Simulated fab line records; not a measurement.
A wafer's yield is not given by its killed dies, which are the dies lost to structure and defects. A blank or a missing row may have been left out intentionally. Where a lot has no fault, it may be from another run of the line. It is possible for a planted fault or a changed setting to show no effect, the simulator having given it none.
Matching of chambers -- flow gf180mcu -- cmp-01 running GF_V3_CMP_04: 4 sister chambers
The step polishes SiO2. 14 wafers are shown with their chamber, then 7 later ones without.

## WAFERS PAIRED WITH THEIR CHAMBERS
wafer,chamber,motorCurrentA (A),timeToEndpointS (s),slurryFilterDpKPa (kPa)
L856.2,2,10.3,81,13.54
L856.5,0,11.9,78,13.39
L856.6,3,13.1,89,13.61
L857.2,2,9.5,82,13.62
L857.3,1,11.2,74,13.47
L857.5,3,13.4,81,13.40
L859.1,3,12.4,82,13.59
L859.3,0,11.9,73,13.60
L859.4,1,11.1,84,13.44
L860.1,3,14.2,82,13.30
L860.2,2,10.3,81,13.67
L860.4,1,10.9,80,13.48
L865.1,3,13.8,85,13.34
L865.2,2,10.2,81,13.32

SIGNATURES, as means of the wafers listed above
reading,chamber 0,chamber 1,chamber 2,chamber 3,scatter within a chamber
motorCurrentA,11.900,11.067,10.075,13.380,0.488
timeToEndpointS,75.50,79.33,81.25,83.80,3.27
slurryFilterDpKPa,13.4950,13.4633,13.5375,13.4480,0.133
Rule: distance of a wafer from a chamber = root of the sum over the readings of ((wafer's reading minus chamber's mean) / reading's scatter) squared. The wafer belongs to the nearest chamber; if the next one is less than 2 further off, it can't be placed. The scatter: the root of (the sum of the squares of (reading less its chamber's mean) over the shown wafers, divided by (wafers less chambers)).

## WAFERS WITH NO CHAMBER GIVEN
wafer,motorCurrentA (A),timeToEndpointS (s),slurryFilterDpKPa (kPa)
L865.3,12.3,73,13.50
L875.3,12.0,77,13.53
L875.4,11.7,85,13.50
L875.5,10.4,81,13.64
L877.1,12.1,77,13.38
L877.4,9.9,81,13.73
L877.6,11.8,82,13.82

## CHAMBER TAKEN BY EACH
wafer,from the rows above,in truth
L865.3,0,0
L875.3,can't be placed: 0 or 1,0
L875.4,can't be placed: 1 or 0 or 3 or 2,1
L875.5,can't be placed: 2 or 1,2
L877.1,can't be placed: 0 or 1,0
L877.4,can't be placed: 2 or 1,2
L877.6,can't be placed: 0 or 1 or 2 or 3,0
1 of 7 placed correctly. From these rows, 6 cannot be placed; in 6 the true chamber is one of the candidates. Number placed wrongly: 0.
